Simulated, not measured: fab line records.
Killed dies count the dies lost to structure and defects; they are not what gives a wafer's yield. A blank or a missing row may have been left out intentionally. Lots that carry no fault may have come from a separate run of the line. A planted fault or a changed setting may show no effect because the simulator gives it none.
Which of the tools did it? :: flow sky130 :: route of 708 steps, sampled at 1 step: 11 lots, 33 wafers

== WHAT THE GAUGES READ, wafer by wafer ==
SKY_LOCAL_INTERCONNECT_OVL_MEAS_12.
lot: L885
measured: day 29 19:25
on: overlay-02
LOCAL_INTERCONNECT_OVL (nm): 4 8 4

lot: L888
measured: day 32 13:14
on: overlay-02
LOCAL_INTERCONNECT_OVL (nm): 5 -5 -16

lot: L891
measured: day 32 16:19
on: overlay-02
LOCAL_INTERCONNECT_OVL (nm): 3 2 3

lot: L890
measured: day 32 19:23
on: overlay-01
LOCAL_INTERCONNECT_OVL (nm): 5 10 9

lot: L896
measured: day 33 21:44
on: overlay-02
LOCAL_INTERCONNECT_OVL (nm): 4 4 2

lot: L897
measured: day 34 04:05
on: overlay-01
LOCAL_INTERCONNECT_OVL (nm): -5 -2 3

lot: L898
measured: day 34 07:22
on: overlay-02
LOCAL_INTERCONNECT_OVL (nm): 2 -5 3

lot: L899
measured: day 34 19:49
on: overlay-02
LOCAL_INTERCONNECT_OVL (nm): -1 -2 -4

lot: L901
measured: day 35 21:31
on: overlay-02
LOCAL_INTERCONNECT_OVL (nm): 5 -7 -6

lot: L907
measured: day 37 09:55
on: overlay-02
LOCAL_INTERCONNECT_OVL (nm): -3 6 4

lot: L908
measured: day 37 14:43
on: overlay-01
LOCAL_INTERCONNECT_OVL (nm): 17 7 12

== EACH LOT AND THE TOOL THAT RAN IT (in order: tool; ch and the chambers of the sampled wafers; start) ==
The record shows no process step preceding these readings.

== THE ANSWER, worked out from the rows above alone ==
Rule: the usual values come from the lots themselves. The widest of any qualifying gaps counts: lots, ordered by their means at a reading, are off when they make up no more than a third of the lots, leave a main group of 4 or more, and stand apart from it by 3 or more times the standard deviation of that group's means. The tables above print the reading to a certain number of digits; a main group whose means all agree to those digits is not used. A lot without any number at a reading at which 4 lots or more have one is off too. The other lots that the step has rows for count as sound.
No lot is off on any of the readings shown, so nothing can be concluded from this.

== WHAT WAS PUT IN BY THE SIMULATOR ==
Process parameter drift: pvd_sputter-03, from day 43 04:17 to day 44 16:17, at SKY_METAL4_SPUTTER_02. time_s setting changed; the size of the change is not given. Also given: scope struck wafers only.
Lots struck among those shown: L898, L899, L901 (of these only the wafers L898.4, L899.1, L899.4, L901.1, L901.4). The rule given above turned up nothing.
